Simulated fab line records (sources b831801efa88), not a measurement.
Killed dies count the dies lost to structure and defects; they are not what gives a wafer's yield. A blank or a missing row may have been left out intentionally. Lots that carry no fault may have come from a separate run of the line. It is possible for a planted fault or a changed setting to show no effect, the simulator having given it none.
Which of the tools did it? -- flow sky130 -- 30 wafers from 10 lots sampled at 4 of the route's 708 steps

== WHAT EACH GAUGE READ, for each wafer ==
SKY_CAPM_THK_MEAS_01. Usual: CAPM_CVD_00_THK typically reads 15.48 nm, with standard deviation 0.23.
lot,measured,on,CAPM_CVD_00_THK (nm),flag
L839,day 36 12:23,film metro-04,15.41 15.58 15.55,
L840,day 36 14:43,film metro-04,15.58 15.27 15.38,
L841,day 37 00:40,film metro-04,15.27 15.45 15.74,
L843,day 37 20:08,film metro-03,20.87 21.27 21.36,OFF
L844,day 38 00:13,film metro-03,15.66 15.33 15.81,
L845,day 38 16:19,film metro-04,21.14 21.78 21.26,OFF
L857,day 42 05:47,film metro-04,15.22 15.55 15.52,
L860,day 42 14:51,film metro-03,15.21 15.36 16.17,
L861,day 43 06:21,film metro-03,15.38 15.16 15.63,
L862,day 43 08:10,film metro-04,15.46 15.76 15.70,

== WHAT TOOL EACH LOT RAN ON (gives the tool, then ch and the chambers of the sampled wafers, and finally the start) ==
lot,SKY_METAL2_METAL_ETCH_19,SKY_VIA2_ETCH_15,SKY_CAPM_CVD_00
L839,"rie metal-02 ch 1, day 35 06:11","rie diel-01 ch 1,2, day 36 10:49","pecvd-01 ch 0,1,2, day 36 12:21"
L840,"rie metal-03 ch 0,1, day 35 10:08","rie diel-04 ch 0,1,2, day 36 13:11","pecvd-03 ch 0,2, day 36 14:41"
L841,"rie metal-02 ch 0,1, day 35 19:50","rie diel-04 ch 0,1,2, day 36 23:08","pecvd-01 ch 0,1,2, day 37 00:38"
L843,"rie metal-02 ch 0,1, day 36 14:41","rie diel-04 ch 1,2,3, day 37 18:29","pecvd-01 ch 0,1,2, day 37 20:07"
L844,"rie metal-02 ch 1, day 36 18:50","rie diel-01 ch 0,2, day 37 22:32","pecvd-03 ch 1,2, day 38 00:11"
L845,"rie metal-02 ch 0,1, day 37 11:47","rie diel-01 ch 0,1,3, day 38 14:47","pecvd-01 ch 0,2, day 38 16:17"
L857,"rie metal-02 ch 0,1, day 41 01:53","rie diel-04 ch 0,2,3, day 42 04:17","pecvd-03 ch 1,2, day 42 05:46"
L860,"rie metal-04 ch 0,1, day 41 12:37","rie diel-04 ch 0,1,2, day 42 13:19","pecvd-01 ch 0,1, day 42 14:48"
L861,"rie metal-02 ch 0,1, day 42 03:56","rie diel-04 ch 0,2,3, day 43 04:50","pecvd-01 ch 0,2, day 43 06:19"
L862,"rie metal-03 ch 0,1, day 42 05:41","rie diel-03 ch 1,3, day 43 06:35","pecvd-01 ch 0,2, day 43 08:07"
- SKY_METAL2_METAL_ETCH_19: etches the open film in Cl2/BCl3, stops on SiO2, target depth 360 nm, time 78 s.
- SKY_VIA2_ETCH_15: etches SiO2 in C4F8/O2/Ar, stops on TiN, target depth 546 nm, time 84 s.
- SKY_CAPM_CVD_00: deposits SiO2, target thk 15.5 nm.

== WHAT THE TOOLS THEMSELVES READ (means of the sampled wafers that have a number; where no wafer has one, the mark that the record gives instead) ==
SKY_METAL2_METAL_ETCH_19. Usual: bcl3 flow sccm 30.01 sccm, standard deviation 0.093; bias w 48.52 W, standard deviation 0.15; drypump motor current A 5.6 A, standard deviation 0.45; oes product au 0.856 a.u., standard deviation 0.0064; throttle valve pct 22.264 %, standard deviation 0.0092.
lot,tool,bcl3 flow sccm (sccm),bias w (W),drypump motor current A (A),oes product au (a.u.),throttle valve pct (%),flag
L839,rie metal-02,29.99,48.20,5.7,0.855,22.253,
L840,rie metal-03,29.98,48.54,5.7,0.862,22.258,
L841,rie metal-02,30.01,48.56,5.1,0.852,22.261,
L843,rie metal-02,30.09,48.58,5.4,0.853,22.262,
L844,rie metal-02,29.90,48.38,5.7,0.861,22.261,
L845,rie metal-02,30.11,48.47,5.3,0.846,22.261,
L857,rie metal-02,29.98,48.54,5.4,0.858,22.266,
L860,rie metal-04,30.02,48.49,6.1,0.860,22.269,
L861,rie metal-02,30.01,48.44,5.1,0.848,22.269,
L862,rie metal-03,29.99,48.55,5.8,0.848,22.276,

SKY_VIA2_ETCH_15. Usual: bias w 1200 W, standard deviation 3.5; oes product au 0.939 a.u., standard deviation 0.0048.
lot,tool,bias w (W),oes product au (a.u.),flag
L839,rie diel-01,1203,0.946,
L840,rie diel-04,1201,0.935,
L841,rie diel-04,1198,0.940,
L843,rie diel-04,1198,0.944,
L844,rie diel-01,1203,0.934,
L845,rie diel-01,1199,0.943,
L857,rie diel-04,1201,0.937,
L860,rie diel-04,1202,0.934,
L861,rie diel-04,1198,0.937,
L862,rie diel-03,1196,0.938,

SKY_CAPM_CVD_00. Usual: heater power w 685 W, standard deviation 85.
lot,tool,heater power w (W),flag
L839,pecvd-01,778,
L840,pecvd-03,647,
L841,pecvd-01,695,
L843,pecvd-01,729,
L844,pecvd-03,717,
L845,pecvd-01,745,
L857,pecvd-03,764,
L860,pecvd-01,722,
L861,pecvd-01,712,
L862,pecvd-01,709,

== THE ANSWER, worked out from the rows above alone ==
Rule: a lot is off if the mean of its wafers that have a number lies more than 3 standard deviations from the usual mean. A lot without any number at a reading at which 4 lots or more have one is off too. All remaining lots with rows at the step are treated as sound. Order of review: gauges by route order, followed by the tools' own readings, for which a lot's mean as printed above is used. At the first step where some lot is off, the reading lying furthest off is the one used; lots without a number count as furthest.
Off: at SKY_CAPM_THK_MEAS_01 (CAPM_CVD_00_THK), L843, L845.
A tool fits if, at a process step before that reading, it ran every lot that is off, and no sound lot after the first of them. Gauges at SKY_CAPM_THK_MEAS_01: tried the same way as those tools. No candidate that was tried fits.

== WHAT HAD BEEN PUT IN BY THE SIMULATOR ==
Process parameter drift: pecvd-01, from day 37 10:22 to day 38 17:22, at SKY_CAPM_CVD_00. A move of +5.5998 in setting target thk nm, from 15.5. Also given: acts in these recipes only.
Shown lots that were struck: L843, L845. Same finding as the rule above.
